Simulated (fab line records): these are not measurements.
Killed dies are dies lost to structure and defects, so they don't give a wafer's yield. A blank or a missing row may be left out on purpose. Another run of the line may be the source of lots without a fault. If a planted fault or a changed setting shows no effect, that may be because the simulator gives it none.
What tool caused it? + flow sky130 + route of 708 steps, sampled at 1 step: 7 lots, 21 wafers

## WHAT THE GAUGES SHOWED, per wafer
SKY_VT_ADJUST_PCH_OVL_MEAS_07.
| lot  | measured     | on         | VT_ADJUST_PCH_OVL (nm) |
|------|--------------|------------|------------------------|
| L224 | day 10 19:33 | overlay-01 | -2.7 -2.5 -1.3         |
| L226 | day 11 12:08 | overlay-02 | -1.9 -3.9 -2.5         |
| L229 | day 12 15:39 | overlay-02 | -0.7 -1.2 -0.7         |
| L232 | day 13 13:04 | overlay-01 | -3.4 -3.8 -4.1         |
| L240 | day 16 05:39 | overlay-02 | -0.6 -0.2 -0.7         |
| L242 | day 16 21:55 | overlay-01 | -0.5 -0.4 -2.0         |
| L245 | day 17 19:34 | overlay-02 | -1.1 -1.3 -3.0         |

## WHAT TOOL EACH LOT RAN ON (gives the tool, then ch and the chambers of the sampled wafers, and finally the start)
Before these readings, the record contains no process step.

## THE ANSWER, worked out from the rows above alone
Rule: what is usual is taken from the lots themselves. The widest of any qualifying gaps counts: lots, ordered by their means at a reading, are off when they make up no more than a third of the lots, leave a main group of 4 or more, and stand apart from it by 3 or more times the standard deviation of that group's means. The tables above print the reading to a certain number of digits; a main group whose means all agree to those digits is not used. Also off: a lot with no number at a reading for which 4 or more lots have one. Where the step has rows for the other lots, those lots are counted as sound.
No lot is off on any of the readings shown, so nothing can be concluded from this.

## WHAT THE SIMULATOR PUT IN
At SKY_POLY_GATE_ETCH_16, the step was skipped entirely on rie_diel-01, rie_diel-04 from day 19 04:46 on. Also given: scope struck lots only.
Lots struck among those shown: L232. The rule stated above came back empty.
